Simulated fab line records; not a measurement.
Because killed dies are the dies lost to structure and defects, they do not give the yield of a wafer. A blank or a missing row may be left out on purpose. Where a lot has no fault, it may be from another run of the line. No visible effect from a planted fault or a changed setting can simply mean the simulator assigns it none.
Chamber matching + flow sky130 + 4 sister chambers for SKY_VIA3_ETCH_15 on rie diel-01
The step etches SiO2 in C4F8/O2/Ar, stops on TiN, target depth 507 nm, time 78 s. 4 wafers are shown with their chamber, then 8 later ones without.

WAFERS, EACH WITH ITS CHAMBER
| wafer  | chamber | oes product au (a.u.) |
|--------|---------|-----------------------|
| L085.6 | 0       | 0.942                 |
| L089.4 | 2       | 0.937                 |
| L089.6 | 1       | 0.950                 |
| L092.1 | 3       | 0.941                 |

WAFERS WITH NO CHAMBER GIVEN
| wafer  | oes product au (a.u.) |
|--------|-----------------------|
| L092.3 | 0.944                 |
| L092.5 | 0.935                 |
| L093.1 | 0.937                 |
| L093.3 | 0.942                 |
| L093.6 | 0.946                 |
| L095.1 | 0.941                 |
| L095.2 | 0.942                 |
| L095.4 | 0.938                 |

CHAMBER TAKEN BY EACH
| wafer  | from the rows above          | in truth                   |
|--------|------------------------------|----------------------------|
| L092.3 | can't be placed: 0 or 3      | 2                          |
| L092.5 | 2                            | 2                          |
| L093.1 | 2                            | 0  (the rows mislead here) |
| L093.3 | can't be placed: 0 or 3      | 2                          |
| L093.6 | can't be placed: 0 or 1 or 3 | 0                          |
| L095.1 | can't be placed: 3 or 0      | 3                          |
| L095.2 | can't be placed: 0 or 3      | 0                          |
| L095.4 | can't be placed: 2 or 3 or 0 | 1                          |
Correct placement for 1 of the 8. Can't be placed from these rows: 6 (the true chamber is among the candidates in 3). Number placed wrongly: 1.
How it was worked out, from the rows above alone: a wafer's distance from a chamber is the root of the sum, over the readings, of the square of ((its reading less the chamber's mean) divided by the reading's scatter). If the next closest chamber is less than 2 further off than the closest, the wafer can't be placed; otherwise it belongs to the closest. For every chamber, the mean is computed from those of its wafers that are shown. The scatter: root of mean squared gap, hidden wafer to nearest shown wafer, with one shown wafer a chamber.
